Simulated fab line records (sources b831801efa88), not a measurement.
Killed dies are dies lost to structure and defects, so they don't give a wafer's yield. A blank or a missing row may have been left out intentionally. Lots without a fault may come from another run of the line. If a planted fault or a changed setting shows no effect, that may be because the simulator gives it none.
A struck lot beside a sound one || flow sky130 || 18 out of 708 route steps
Sound: these wafers, L685.1, L685.4, L685.5. The struck wafers were L678.1, L678.2, L678.6. The cause is named last.
Each step with rows lists, per side, the tool, then ch with its chambers, then its first start. Under that, the readings that differ: sound wafers || struck wafers || difference of the means || sigmas: that difference in standard deviations of wafers without a fault.
alike: words and numbers the same on both sides, and readings whose means are apart by under 2 such deviations; not compared: readings that were withheld, readings missing a value for some wafer, numbers with overlapping values and no deviation given by the record, and bounds like >300 which may hide the same value.
The two part at a step that has a row with sigmas, a row that says differs or no value, or rows on one side only. Numbers that have no deviation but don't overlap get no sigmas and don't part them. Lack of a reading on every wafer of one side parts them only where that side has two or more wafers.

first, 4 steps without rows for these wafers: SKY_LDD_HVP_SOFTBAKE_03 (time 60 s); SKY_LDD_HVP_EXPOSE_04 (exposes mask HVPTM, target cd 700 nm); SKY_LDD_HVP_PEB_05; SKY_LDD_HVP_DEVELOP_06 (develop time 60 s).
SKY_LDD_HVP_OVL_MEAS_07:
  sound on overlay-02, day 26 17:20; struck on overlay-01, day 24 22:12
  alike: LDD_HVP_OVL
following that, these wafers have no rows for 1 step: SKY_LDD_HVP_IMPLANT_08.
SKY_LDD_HVP_STRIP_09: strips in O2/N2.
  sound on plasma asher-02 ch 0,1, day 26 17:32; struck on plasma asher-03 ch 0,1, day 24 22:23
{"reading": "strip time to endpoint s (s)", "sound": "4.157 4.152 4.157", "struck": "4.130 4.112 4.118", "difference": -0.035, "sigmas": -2}
  alike: drypump motor current A, oes product au
  not compared: rf hours counter h
SKY_LDD_HVP_TW_MEAS_10:
  sound on film metro-02, day 26 17:38; struck on film metro-04, day 24 22:29
{"reading": "LDD_HVP_TW", "sound": "450 451 450", "struck": "458 457 459", "difference": "+8", "sigmas": "+3"}
then, 4 steps without rows for these wafers: SKY_LDD_LDN_DEHYDRATE_00 (time 60 s); SKY_LDD_LDN_HMDS_01 (prime time 60 s); SKY_LDD_LDN_COAT_02 (resist thk 1140 nm); SKY_LDD_LDN_SOFTBAKE_03 (time 60 s).
SKY_LDD_LDN_EXPOSE_04: exposes mask LDNTM, target cd 700 nm.
  sound on iline stepper-01 ch 0, day 27 08:24; struck on iline stepper-02 ch 0, day 25 13:25
{"reading": "model.LDD_LDN.overlay x nm (nm)", "sound": "-0.1795 -0.1795 -0.1795", "struck": "-53.7 -53.7 -53.7", "difference": -53.5, "sigmas": ""}
  alike: mask
then, 2 steps without rows for these wafers: SKY_LDD_LDN_PEB_05; SKY_LDD_LDN_DEVELOP_06 (develop time 60 s).
SKY_LDD_LDN_OVL_MEAS_07:
  sound on overlay-01, day 27 22:26; struck on overlay-01, day 26 03:50
{"reading": "LDD_LDN_OVL (nm)", "sound": "-0.9 0.0 -0.7", "struck": "-54.9 -53.3 -55.0", "difference": -53.9, "sigmas": -38}
following that, these wafers have no rows for 1 step: SKY_LDD_LDN_IMPLANT_08.
-- a jump in the record: the struck wafers' starts before and after are 22 days apart (it breaks off in module LDD_LDN and resumes in module PAD_OPEN, where the first step shown is number 708 of the route) --
SKY_PAD_OPEN_PROBE_99:
  record: rows for the struck wafers here (prober-01, day 48 00:53), none for the sound ones

## WHERE THEY PART
At SKY_LDD_HVP_STRIP_09 first; at SKY_PAD_OPEN_PROBE_99 last (within this record only).

WHY: whatever the simulator had introduced
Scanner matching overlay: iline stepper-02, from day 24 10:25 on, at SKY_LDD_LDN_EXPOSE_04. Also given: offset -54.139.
